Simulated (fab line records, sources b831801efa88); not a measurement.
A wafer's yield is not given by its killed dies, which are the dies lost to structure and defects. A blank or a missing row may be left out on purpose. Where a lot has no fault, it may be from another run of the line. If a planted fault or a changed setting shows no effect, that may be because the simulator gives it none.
Which tool did it? / flow sky130 / Sampling: 13 lots, 37 wafers, 5 of 708 route steps

## WHAT THE GAUGES READ, wafer by wafer
Not one reading of a measure or inspect step in the record can be checked against a usual standard deviation.

## WHICH TOOL RAN EACH LOT (tool, then ch and the chambers of the sampled wafers, then the start)
lot=L352; SKY_VIA2_SPUTTER_20=pvd-sputter-01, day 37 01:58; SKY_METAL4_SPUTTER_03=pvd-sputter-03, day 40 10:34; SKY_CAP2M_CVD_00=pecvd-03 ch 0,2, day 40 10:38; SKY_METAL5_SPUTTER_02=pvd-sputter-01, day 43 12:30; SKY_PAD_OPEN_PROBE_99=-
lot=L353; SKY_VIA2_SPUTTER_20=pvd-sputter-01, day 37 14:40; SKY_METAL4_SPUTTER_03=pvd-sputter-04, day 40 23:01; SKY_CAP2M_CVD_00=pecvd-01 ch 0,1, day 40 23:05; SKY_METAL5_SPUTTER_02=pvd-sputter-04, day 44 00:19; SKY_PAD_OPEN_PROBE_99=-
lot=L357; SKY_VIA2_SPUTTER_20=pvd-sputter-01, day 38 06:50; SKY_METAL4_SPUTTER_03=pvd-sputter-03, day 41 14:05; SKY_CAP2M_CVD_00=pecvd-03 ch 0,1,2, day 41 14:09; SKY_METAL5_SPUTTER_02=pvd-sputter-02, day 44 14:07; SKY_PAD_OPEN_PROBE_99=-
lot=L360; SKY_VIA2_SPUTTER_20=pvd-sputter-01, day 39 11:06; SKY_METAL4_SPUTTER_03=pvd-sputter-04, day 42 15:58; SKY_CAP2M_CVD_00=pecvd-03 ch 0,2, day 42 16:02; SKY_METAL5_SPUTTER_02=pvd-sputter-02, day 45 15:58; SKY_PAD_OPEN_PROBE_99=prober-01, day 48 08:39
lot=L364; SKY_VIA2_SPUTTER_20=pvd-sputter-04, day 40 13:07; SKY_METAL4_SPUTTER_03=pvd-sputter-03, day 43 16:00; SKY_CAP2M_CVD_00=pecvd-03 ch 0, day 43 16:07; SKY_METAL5_SPUTTER_02=pvd-sputter-04, day 46 12:54; SKY_PAD_OPEN_PROBE_99=prober-02, day 49 03:00
lot=L365; SKY_VIA2_SPUTTER_20=pvd-sputter-03, day 40 22:46; SKY_METAL4_SPUTTER_03=pvd-sputter-01, day 44 01:50; SKY_CAP2M_CVD_00=pecvd-03 ch 1,2, day 44 01:54; SKY_METAL5_SPUTTER_02=pvd-sputter-02, day 46 22:19; SKY_PAD_OPEN_PROBE_99=prober-01, day 49 10:59
lot=L366; SKY_VIA2_SPUTTER_20=pvd-sputter-03, day 41 05:27; SKY_METAL4_SPUTTER_03=pvd-sputter-01, day 44 08:00; SKY_CAP2M_CVD_00=pecvd-01 ch 1, day 44 08:04; SKY_METAL5_SPUTTER_02=pvd-sputter-02, day 47 02:54; SKY_PAD_OPEN_PROBE_99=prober-02, day 49 14:32
lot=L369; SKY_VIA2_SPUTTER_20=pvd-sputter-01, day 41 20:31; SKY_METAL4_SPUTTER_03=pvd-sputter-04, day 45 00:10; SKY_CAP2M_CVD_00=pecvd-01 ch 0,2, day 45 00:14; SKY_METAL5_SPUTTER_02=pvd-sputter-04, day 47 17:02; SKY_PAD_OPEN_PROBE_99=-
lot=L370; SKY_VIA2_SPUTTER_20=pvd-sputter-01, day 42 05:43; SKY_METAL4_SPUTTER_03=pvd-sputter-03, day 45 06:07; SKY_CAP2M_CVD_00=pecvd-02 ch 1,2, day 45 06:10; SKY_METAL5_SPUTTER_02=pvd-sputter-01, day 48 00:35; SKY_PAD_OPEN_PROBE_99=prober-02, day 50 10:03
lot=L371; SKY_VIA2_SPUTTER_20=pvd-sputter-03, day 42 14:57; SKY_METAL4_SPUTTER_03=pvd-sputter-04, day 45 14:48; SKY_CAP2M_CVD_00=pecvd-01 ch 0,2, day 45 14:52; SKY_METAL5_SPUTTER_02=pvd-sputter-02, day 48 08:29; SKY_PAD_OPEN_PROBE_99=-
lot=L372; SKY_VIA2_SPUTTER_20=pvd-sputter-01, day 42 19:48; SKY_METAL4_SPUTTER_03=pvd-sputter-03, day 45 17:36; SKY_CAP2M_CVD_00=pecvd-02 ch 0,1,2, day 45 17:40; SKY_METAL5_SPUTTER_02=pvd-sputter-01, day 48 10:27; SKY_PAD_OPEN_PROBE_99=-
lot=L374; SKY_VIA2_SPUTTER_20=pvd-sputter-01, day 43 03:14; SKY_METAL4_SPUTTER_03=pvd-sputter-03, day 46 02:41; SKY_CAP2M_CVD_00=pecvd-01 ch 1,2, day 46 02:46; SKY_METAL5_SPUTTER_02=pvd-sputter-02, day 48 18:44; SKY_PAD_OPEN_PROBE_99=-
lot=L375; SKY_VIA2_SPUTTER_20=pvd-sputter-03, day 43 05:08; SKY_METAL4_SPUTTER_03=pvd-sputter-01, day 46 03:25; SKY_CAP2M_CVD_00=pecvd-02 ch 1, day 46 03:31; SKY_METAL5_SPUTTER_02=pvd-sputter-01, day 48 19:52; SKY_PAD_OPEN_PROBE_99=-
- SKY_VIA2_SPUTTER_20: material TiN, target thk 20 nm, time 80 s.
- SKY_METAL4_SPUTTER_03: material Ti, target thk 5 nm, time 3.3 s.
- SKY_CAP2M_CVD_00: deposits SiO2, target thk 15.5 nm.
- SKY_METAL5_SPUTTER_02: material AlCu, target thk 1150 nm, time 61.2 s.
- SKY_PAD_OPEN_PROBE_99

## WHAT THE TOOLS THEMSELVES READ (means of the sampled wafers that have a number; where no wafer has one, the mark that the record gives instead)
SKY_VIA2_SPUTTER_20. Usual: 30.0 % for throttle-valve-pct, sd 1.2.
lot=L352; tool=pvd-sputter-01; throttle-valve-pct (%)=29.9; flag=
lot=L353; tool=pvd-sputter-01; throttle-valve-pct (%)=29.8; flag=
lot=L357; tool=pvd-sputter-01; throttle-valve-pct (%)=30.6; flag=
lot=L360; tool=pvd-sputter-01; throttle-valve-pct (%)=30.1; flag=
lot=L364; tool=pvd-sputter-04; throttle-valve-pct (%)=30.4; flag=
lot=L365; tool=pvd-sputter-03; throttle-valve-pct (%)=29.3; flag=
lot=L366; tool=pvd-sputter-03; throttle-valve-pct (%)=30.6; flag=
lot=L369; tool=pvd-sputter-01; throttle-valve-pct (%)=30.1; flag=
lot=L370; tool=pvd-sputter-01; throttle-valve-pct (%)=29.8; flag=
lot=L371; tool=pvd-sputter-03; throttle-valve-pct (%)=29.8; flag=
lot=L372; tool=pvd-sputter-01; throttle-valve-pct (%)=30.6; flag=
lot=L374; tool=pvd-sputter-01; throttle-valve-pct (%)=30.3; flag=
lot=L375; tool=pvd-sputter-03; throttle-valve-pct (%)=29.5; flag=

SKY_METAL4_SPUTTER_03. Usual: 29.9 % for throttle-valve-pct, sd 1.5.
lot=L352; tool=pvd-sputter-03; throttle-valve-pct (%)=28.5; flag=
lot=L353; tool=pvd-sputter-04; throttle-valve-pct (%)=30.1; flag=
lot=L357; tool=pvd-sputter-03; throttle-valve-pct (%)=30.1; flag=
lot=L360; tool=pvd-sputter-04; throttle-valve-pct (%)=30.3; flag=
lot=L364; tool=pvd-sputter-03; throttle-valve-pct (%)=28.1; flag=
lot=L365; tool=pvd-sputter-01; throttle-valve-pct (%)=30.1; flag=
lot=L366; tool=pvd-sputter-01; throttle-valve-pct (%)=29.9; flag=
lot=L369; tool=pvd-sputter-04; throttle-valve-pct (%)=30.1; flag=
lot=L370; tool=pvd-sputter-03; throttle-valve-pct (%)=29.0; flag=
lot=L371; tool=pvd-sputter-04; throttle-valve-pct (%)=30.6; flag=
lot=L372; tool=pvd-sputter-03; throttle-valve-pct (%)=28.7; flag=
lot=L374; tool=pvd-sputter-03; throttle-valve-pct (%)=29.6; flag=
lot=L375; tool=pvd-sputter-01; throttle-valve-pct (%)=29.9; flag=

SKY_CAP2M_CVD_00. Usual: 726 W for heater-power-w, sd 74.
lot=L352; tool=pecvd-03; heater-power-w (W)=785; flag=
lot=L353; tool=pecvd-01; heater-power-w (W)=752; flag=
lot=L357; tool=pecvd-03; heater-power-w (W)=727; flag=
lot=L360; tool=pecvd-03; heater-power-w (W)=814; flag=
lot=L364; tool=pecvd-03; heater-power-w (W)=778; flag=
lot=L365; tool=pecvd-03; heater-power-w (W)=661; flag=
lot=L366; tool=pecvd-01; heater-power-w (W)=774; flag=
lot=L369; tool=pecvd-01; heater-power-w (W)=687; flag=
lot=L370; tool=pecvd-02; heater-power-w (W)=728; flag=
lot=L371; tool=pecvd-01; heater-power-w (W)=702; flag=
lot=L372; tool=pecvd-02; heater-power-w (W)=727; flag=
lot=L374; tool=pecvd-01; heater-power-w (W)=758; flag=
lot=L375; tool=pecvd-02; heater-power-w (W)=705; flag=

SKY_METAL5_SPUTTER_02. Usual: 30.0 % for throttle-valve-pct, sd 0.97.
lot=L352; tool=pvd-sputter-01; throttle-valve-pct (%)=30.5; flag=
lot=L353; tool=pvd-sputter-04; throttle-valve-pct (%)=31.0; flag=
lot=L357; tool=pvd-sputter-02; throttle-valve-pct (%)=29.8; flag=
lot=L360; tool=pvd-sputter-02; throttle-valve-pct (%)=29.6; flag=
lot=L364; tool=pvd-sputter-04; throttle-valve-pct (%)=31.6; flag=
lot=L365; tool=pvd-sputter-02; throttle-valve-pct (%)=29.5; flag=
lot=L366; tool=pvd-sputter-02; throttle-valve-pct (%)=29.6; flag=
lot=L369; tool=pvd-sputter-04; throttle-valve-pct (%)=31.1; flag=
lot=L370; tool=pvd-sputter-01; throttle-valve-pct (%)=29.9; flag=
lot=L371; tool=pvd-sputter-02; throttle-valve-pct (%)=29.6; flag=
lot=L372; tool=pvd-sputter-01; throttle-valve-pct (%)=30.1; flag=
lot=L374; tool=pvd-sputter-02; throttle-valve-pct (%)=29.9; flag=
lot=L375; tool=pvd-sputter-01; throttle-valve-pct (%)=30.5; flag=

SKY_PAD_OPEN_PROBE_99. Usual: defect-limited-yield 82.4 %, standard deviation 1.8; killed_at_M0_to_M3 44, standard deviation 6.3; killed_at_M4_up 3.1, standard deviation 1.8; killed-at-contacts 25, standard deviation 5.1; killed-at-front-end 15, standard deviation 4.1; killed-at-other 0.3, standard deviation 0.71; killed-dies 87, standard deviation 8.8; killed-open 47, standard deviation 6.8; killed-short 40, standard deviation 6.7; sort_bin_3_pad_short 0.9 %, standard deviation 0.39; sort_bin_5_function 10.4 %, standard deviation 1.5; sort_bin_6_memory 6.4 %, standard deviation 1.1; sort-n-pass 405, standard deviation 8.8; sort-yield-pct 82.4 %, standard deviation 1.8.
lot=L360; tool=prober-01; defect-limited-yield (%)=78.6; killed_at_M0_to_M3=59; killed_at_M4_up=2.0; killed-at-contacts=23; killed-at-front-end=21; killed-at-other=0.3; killed-dies=105; killed-open=50; killed-short=43; sort_bin_3_pad_short (%)=1.8; sort_bin_5_function (%)=12.4; sort_bin_6_memory (%)=7.2; sort-n-pass=387; sort-yield-pct (%)=78.6; flag=
lot=L364; tool=prober-02; defect-limited-yield (%)=81.6; killed_at_M0_to_M3=44; killed_at_M4_up=3.0; killed-at-contacts=30; killed-at-front-end=13; killed-at-other=0.3; killed-dies=90; killed-open=49; killed-short=42; sort_bin_3_pad_short (%)=1.1; sort_bin_5_function (%)=11.3; sort_bin_6_memory (%)=6.0; sort-n-pass=402; sort-yield-pct (%)=81.6; flag=
lot=L365; tool=prober-01; defect-limited-yield (%)=80.7; killed_at_M0_to_M3=48; killed_at_M4_up=4.7; killed-at-contacts=30; killed-at-front-end=12; killed-at-other=0.7; killed-dies=95; killed-open=47; killed-short=48; sort_bin_3_pad_short (%)=1.1; sort_bin_5_function (%)=10.8; sort_bin_6_memory (%)=7.4; sort-n-pass=397; sort-yield-pct (%)=80.7; flag=
lot=L366; tool=prober-02; defect-limited-yield (%)=80.3; killed_at_M0_to_M3=49; killed_at_M4_up=4.0; killed-at-contacts=29; killed-at-front-end=14; killed-at-other=1.0; killed-dies=97; killed-open=52; killed-short=44; sort_bin_3_pad_short (%)=0.9; sort_bin_5_function (%)=11.8; sort_bin_6_memory (%)=7.0; sort-n-pass=395; sort-yield-pct (%)=80.3; flag=
lot=L370; tool=prober-02; defect-limited-yield (%)=81.0; killed_at_M0_to_M3=47; killed_at_M4_up=3.0; killed-at-contacts=26; killed-at-front-end=17; killed-at-other=0.0; killed-dies=93; killed-open=55; killed-short=37; sort_bin_3_pad_short (%)=0.7; sort_bin_5_function (%)=10.7; sort_bin_6_memory (%)=7.6; sort-n-pass=399; sort-yield-pct (%)=81.0; flag=

## THE ANSWER, worked out from the rows above alone
Rule: a lot is off if the mean of its wafers that have a number lies more than 3 standard deviations from the usual mean. A lot without any number at a reading at which 4 lots or more have one is off too. Where the step has rows for the other lots, those lots are counted as sound. The gauges are gone through in route order, then the tools' own readings, and for those a lot's mean is taken as printed above. The first step at which some lot is off is used, and at that step the reading that is off furthest; a lot without a number counts as furthest.
No lot is off on any of the readings shown, so nothing can be concluded from this.

## WHAT HAD BEEN PUT IN BY THE SIMULATOR
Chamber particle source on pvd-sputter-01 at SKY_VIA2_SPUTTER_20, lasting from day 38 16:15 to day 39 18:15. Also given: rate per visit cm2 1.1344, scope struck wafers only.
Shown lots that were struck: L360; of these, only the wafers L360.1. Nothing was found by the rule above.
